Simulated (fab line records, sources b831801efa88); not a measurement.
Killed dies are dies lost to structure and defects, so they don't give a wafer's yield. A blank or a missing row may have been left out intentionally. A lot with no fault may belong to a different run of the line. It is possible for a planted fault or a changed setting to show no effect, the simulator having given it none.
The same fault as seen by 2 desks + flow sfq line + numbers are kept per desk, each desk with only its own; the story behind them comes last

FROM THE METROLOGY DESK
What the gauges read for every lot (on any tool): the sampled wafers with a number, averaged. If a lot's mean is further than 4 standard deviations from the usual mean, the lot is out of limits and carries the mark OUT (the distance appears in the brackets).
Columns: A = R5_OVL at SFQ_R5_OVL_MEAS_935, usual 0 nm; B = I5_OVL at SFQ_I5_OVL_MEAS_936, usual 2 nm
| lot  | first seen here | A  | B  |
|------|-----------------|----|----|
| L725 | day 70 12:26    | 3  | 2  |
| L730 | day 73 15:59    | -1 | -5 |
| L737 | day 75 16:01    | -2 | 5  |
| L738 | day 75 21:44    | 7  | 2  |
| L739 | day 76 00:44    | 5  | 4  |
| L743 | day 76 13:22    | 1  | 7  |
| L744 | day 76 16:57    | -5 | 4  |
This desk's finding: nothing out of limits on any of the 7 lots.

AT THE TOOL OWNER'S DESK: litho track-04
The tool's own readings at SFQ_TRILAYER_I5_LITHO_COAT_144 (resist thk 650 nm): means of the sampled wafers that have a number, for each lot that ran on this tool. If a lot's mean is further than 4 standard deviations from the usual mean, the lot is out of limits and carries the mark OUT (the distance appears in the brackets).
Columns: A = spin speed rpm at SFQ_TRILAYER_I5_LITHO_COAT_144, usual 2999.9 rpm
| lot  | first seen here | A                        |
|------|-----------------|--------------------------|
| L725 | day 70 13:44    | 3002.2                   |
| L737 | day 75 17:22    | 2795.0 (-98) OUT         |
| L739 | day 76 02:09    | 2792.6 (-99) OUT         |
| L744 | day 76 18:13    | 2791.3 (-99 or more) OUT |
Finding of this desk: L737, L739, L744 out of limits; the first was L737 at day 75 17:22, on spin speed rpm at SFQ_TRILAYER_I5_LITHO_COAT_144. In limits: L725.

TAKEN TOGETHER
At day 75 17:22, on L737, L739, L744, the tool owner's desk was in a position to raise an alarm.
Nothing out of limits was seen by the metrology desk.
The metrology desk has L737, L739, L744 on record, within its limits.
On litho track-04, each named lot ran SFQ_TRILAYER_I5_LITHO_COAT_144.

WHAT THE SIMULATOR HAD INSERTED
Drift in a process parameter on litho track-04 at SFQ_TRILAYER_I5_LITHO_COAT_144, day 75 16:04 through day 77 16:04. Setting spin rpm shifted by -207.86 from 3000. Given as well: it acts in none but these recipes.
Struck lots among those shown: L737, L739, L744.
Time in hours from fault onset to the first out-of-limits reading at each desk: the tool owner's desk, 1.
